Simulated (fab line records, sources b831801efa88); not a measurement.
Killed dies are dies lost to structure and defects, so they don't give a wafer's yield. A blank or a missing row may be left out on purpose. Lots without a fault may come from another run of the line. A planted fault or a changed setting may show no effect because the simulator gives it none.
Chamber matching | flow gf180mcu | GF_V3_CMP_04 on cmp-01: 4 sister chambers
The step polishes SiO2. 4 wafers are shown with their chamber, then 7 later ones without.

WAFERS WITH THEIR CHAMBER
wafer  | chamber | motor_current_A (A)
L161.3 | 2       | 12.1
L174.6 | 3       | 13.2
L176.3 | 0       | 10.1
L176.4 | 1       | 13.2

WAFERS WITHOUT THEIR CHAMBER
wafer  | motor_current_A (A)
L176.6 | 13.0
L178.2 | 13.6
L178.5 | 14.3
L178.6 | 11.6
L180.1 | 9.7
L180.4 | 12.5
L180.5 | 12.3

WHICH CHAMBER EACH WENT THROUGH
wafer  | from the rows above          | in truth
L176.6 | can't be placed: 1 or 3 or 2 | 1
L178.2 | can't be placed: 1 or 3      | 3
L178.5 | can't be placed: 1 or 3      | 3
L178.6 | can't be placed: 2 or 0      | 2
L180.1 | 0                            | 0
L180.4 | can't be placed: 2 or 1 or 3 | 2
L180.5 | can't be placed: 2 or 1 or 3 | 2
Placed correctly: 1 of 7. Can't be placed from these rows: 6 (the true chamber is among the candidates in 6). Placed wrongly: 0.
How it was worked out, from the rows above alone: a wafer's distance from a chamber is the root of the sum, over the readings, of the square of ((its reading less the chamber's mean) divided by the reading's scatter). The wafer belongs to the nearest chamber; if the next one is less than 2 further off, it can't be placed. A chamber's mean is the mean of its shown wafers. The scatter: with one shown wafer a chamber, the root of the mean of the squares of how far each hidden wafer lies from its nearest shown one.
